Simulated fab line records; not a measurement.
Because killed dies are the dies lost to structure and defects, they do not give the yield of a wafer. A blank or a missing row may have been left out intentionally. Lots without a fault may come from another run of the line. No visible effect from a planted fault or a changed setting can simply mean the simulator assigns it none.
Comparing a struck lot with a sound one / flow gf180mcu / 15 out of 602 route steps
Sound: wafers L706.2, L706.3, L706.5. Struck: wafer L715.2. At the end, the cause is stated.
Per side, at each step with rows, come the tool, then ch with its chambers, and then its first start. Under that, the readings that differ: sound wafers / struck wafers / difference of the means / sigmas: that difference in standard deviations of wafers without a fault.
alike: a reading whose means differ by less than 2 such deviations, as well as words and numbers matching on both sides. not compared: withheld readings; readings where some wafer has no value; bounds like >300 that might hide an equal value; numbers whose values overlap and for which the record gives no deviation.
Wherever a step has rows on one side only, a row that says differs or no value, or a row with sigmas, the two part there. When numbers do not overlap yet have no deviation, they are printed without sigmas and do not part them. Lack of a reading on every wafer of one side parts them only where that side has two or more wafers.

GF_MIM_STRIP_20: strips in O2/N2.
  sound on plasma_asher-03 ch 0,1, day 26 02:39; struck on plasma_asher-03 ch 1, day 29 04:48
reading=o2_flow_sccm (sccm); sound=2993 2991 2982; struck=3024; difference=+35; sigmas=+4
  alike: drypump_motor_current_A, heater_power_w, oes_product_au, strip_time_to_endpoint_s
  not compared: rf_hours_counter_h
then, 9 steps without rows for these wafers: GF_MIM_STRIP_21 (strips in post etch residue remover, time 1200 s); GF_MIM_CLEAN_22 (cleans in DIW); GF_M5_DEHYDRATE_00 (time 60 s); GF_M5_HMDS_01 (prime time 60 s); GF_M5_COAT_02 (resist thk 1000 nm); GF_M5_SOFTBAKE_03 (time 60 s); GF_M5_EXPOSE_04 (exposes mask Metal5, target cd 280 nm); GF_M5_PEB_05 (peb time 90 s); GF_M5_DEVELOP_06 (develop time 60 s).
GF_M5_CD_MEAS_07: the cd target is 280 nm.
  sound on cd_sem-02, day 26 23:39; struck on cd_sem-02, day 29 23:39
  alike: cd_nm
GF_M5_OVL_MEAS_08:
  sound on overlay-02, day 26 23:45; struck on overlay-02, day 29 23:45
  alike: M5_OVL
GF_M5_ETCH_09: etches Si3N4 in CF4/O2, target depth 52 nm, time 11.6 s.
  sound on rie_diel-03 ch 1,2,3, day 26 23:47; struck on rie_diel-03 ch 1, day 29 23:47
reading=oes_product_au (a.u.); sound=0.987 0.988 0.995; struck=1.084; difference=+0.094; sigmas=+10
reading=rf_fwd_power_W (W); sound=787 783 792; struck=911; difference=+124; sigmas=+27
reading=throttle_valve_pct (%); sound=5.980 5.968 5.969; struck=6.002; difference=+0.030; sigmas=+3
reading=model.etch.depth_nm (nm); sound=51.18 50.99 51.8; struck=58.84; difference=+7.52; sigmas=
reading=model.KrF_of_M5_COAT_02.thk_nm (nm); sound=950.3 950.2 951.8; struck=948.2; difference=-2.6; sigmas=
  alike: drypump_motor_current_A
  not compared: rf_hours_counter_h
GF_M5_METAL_ETCH_10: etches the open film in Cl2/BCl3, stops on SiO2, target depth 750.8 nm, time 125.1 s.
  sound on rie_metal-01 ch 0,1, day 26 23:49; struck on rie_metal-04 ch 0, day 29 23:51
  alike: drypump_motor_current_A, mfc_cl2_sccm, oes_product_au, rf_fwd_power_W, throttle_valve_pct
  not compared: rf_hours_counter_h
-- the record jumps here: 2 days lie between the struck wafers' starts before and after (it left off in module M5 and takes up again in module PASSIVATION, whose first step shown is number 602 of the route) --
GF_PASSIVATION_PROBE_99:
  the record has rows for the struck wafers here (prober-01, day 32 11:04) and none for the sound ones

WHERE THEY PART
Earliest at GF_MIM_STRIP_20; latest, in this record, at GF_PASSIVATION_PROBE_99.

WHY: whatever the simulator had introduced
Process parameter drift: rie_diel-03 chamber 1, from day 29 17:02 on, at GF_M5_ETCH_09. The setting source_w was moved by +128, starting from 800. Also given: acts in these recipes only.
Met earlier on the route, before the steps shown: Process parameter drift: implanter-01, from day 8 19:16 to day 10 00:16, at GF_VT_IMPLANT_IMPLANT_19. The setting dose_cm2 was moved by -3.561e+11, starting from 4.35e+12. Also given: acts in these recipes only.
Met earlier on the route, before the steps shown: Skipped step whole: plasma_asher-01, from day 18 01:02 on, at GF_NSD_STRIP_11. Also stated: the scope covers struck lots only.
